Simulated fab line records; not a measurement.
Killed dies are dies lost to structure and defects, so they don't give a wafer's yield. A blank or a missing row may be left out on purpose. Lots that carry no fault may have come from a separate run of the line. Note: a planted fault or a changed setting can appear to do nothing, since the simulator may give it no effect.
Which of the tools did it?    flow sky130    13 lots with 39 wafers sampled at 2 steps, on a route of 708 steps

WHAT EACH GAUGE READ, for each wafer
SKY_CONTACT_THK_MEAS_01. Usual: CONTACT_CVD_00_THK typically reads 75.1 nm, with standard deviation 1.1.
lot   measured      on             CONTACT_CVD_00_THK (nm)  flag
L597  day 30 06:00  film metro-02  74.6 76.0 76.0           
L598  day 30 09:04  film metro-04  75.9 77.3 77.2           
L600  day 30 20:39  film metro-04  73.9 73.8 74.7           
L601  day 31 11:02  film metro-04  76.0 75.2 74.8           
L604  day 32 04:40  film metro-04  74.3 74.3 75.7           
L605  day 32 18:55  film metro-02  73.6 75.6 74.6           
L606  day 33 04:56  film metro-02  74.9 75.9 75.6           
L607  day 33 14:01  film metro-04  74.5 74.2 74.8           
L608  day 34 04:36  film metro-03  75.1 76.3 76.9           
L609  day 36 04:03  film metro-04  73.4 73.5 75.1           
L610  day 36 09:21  film metro-04  76.3 75.9 75.7           
L612  day 36 12:49  film metro-03  73.8 74.2 74.1           
L614  day 36 14:26  film metro-02  75.3 74.7 76.8           

WHAT TOOL EACH LOT RAN ON (gives the tool, then ch and the chambers of the sampled wafers, and finally the start)
lot   SKY_LI_CONTACT_ETCH_15
L597  rie diel-02 ch 0,2,3, day 29 00:14
L598  rie diel-01 ch 0,2,3, day 29 03:15
L600  rie diel-01 ch 0,1,3, day 29 14:47
L601  rie diel-02 ch 1,2,3, day 30 04:52
L604  rie diel-02 ch 0,3, day 30 22:53
L605  rie diel-01 ch 0,2,3, day 31 13:08
L606  rie diel-03 ch 0,2, day 32 00:06
L607  rie diel-01 ch 1,2,3, day 32 09:32
L608  rie diel-02 ch 0,1,2, day 32 23:25
L609  rie diel-01 ch 0,2,3, day 35 00:05
L610  rie diel-02 ch 0,2,3, day 35 05:29
L612  rie diel-01 ch 0,1, day 35 08:32
L614  rie diel-01 ch 1,2, day 35 10:35
- SKY_LI_CONTACT_ETCH_15: etches PSG in C4F8/O2/Ar, stops on Si, target depth 600 nm.

WHAT THE TOOLS THEMSELVES READ (means of the sampled wafers that have a number; where no wafer has one, the mark that the record gives instead)
SKY_LI_CONTACT_ETCH_15. Usual: oes product au reads 0.837 a.u. (standard deviation 0.0048).
lot   tool         oes product au (a.u.)  flag
L597  rie diel-02  0.832                  
L598  rie diel-01  0.830                  
L600  rie diel-01  0.839                  
L601  rie diel-02  0.840                  
L604  rie diel-02  0.839                  
L605  rie diel-01  0.837                  
L606  rie diel-03  0.835                  
L607  rie diel-01  0.832                  
L608  rie diel-02  0.838                  
L609  rie diel-01  0.835                  
L610  rie diel-02  0.836                  
L612  rie diel-01  0.842                  
L614  rie diel-01  0.836                  

THE ANSWER, worked out from the rows above alone
Rule: take the mean of a lot's wafers that have a number; if it is more than 3 standard deviations from the usual mean, the lot is off. Also off: a lot with no number at a reading for which 4 or more lots have one. The other lots that the step has rows for count as sound. First the gauges in route order, then the tools' own readings, where a lot's mean is used as printed above. At the first step where some lot is off, the reading lying furthest off is the one used; lots without a number count as furthest.
Across all readings shown, no lot is off: no conclusion can be drawn from this.

WHAT THE SIMULATOR HAD PUT IN
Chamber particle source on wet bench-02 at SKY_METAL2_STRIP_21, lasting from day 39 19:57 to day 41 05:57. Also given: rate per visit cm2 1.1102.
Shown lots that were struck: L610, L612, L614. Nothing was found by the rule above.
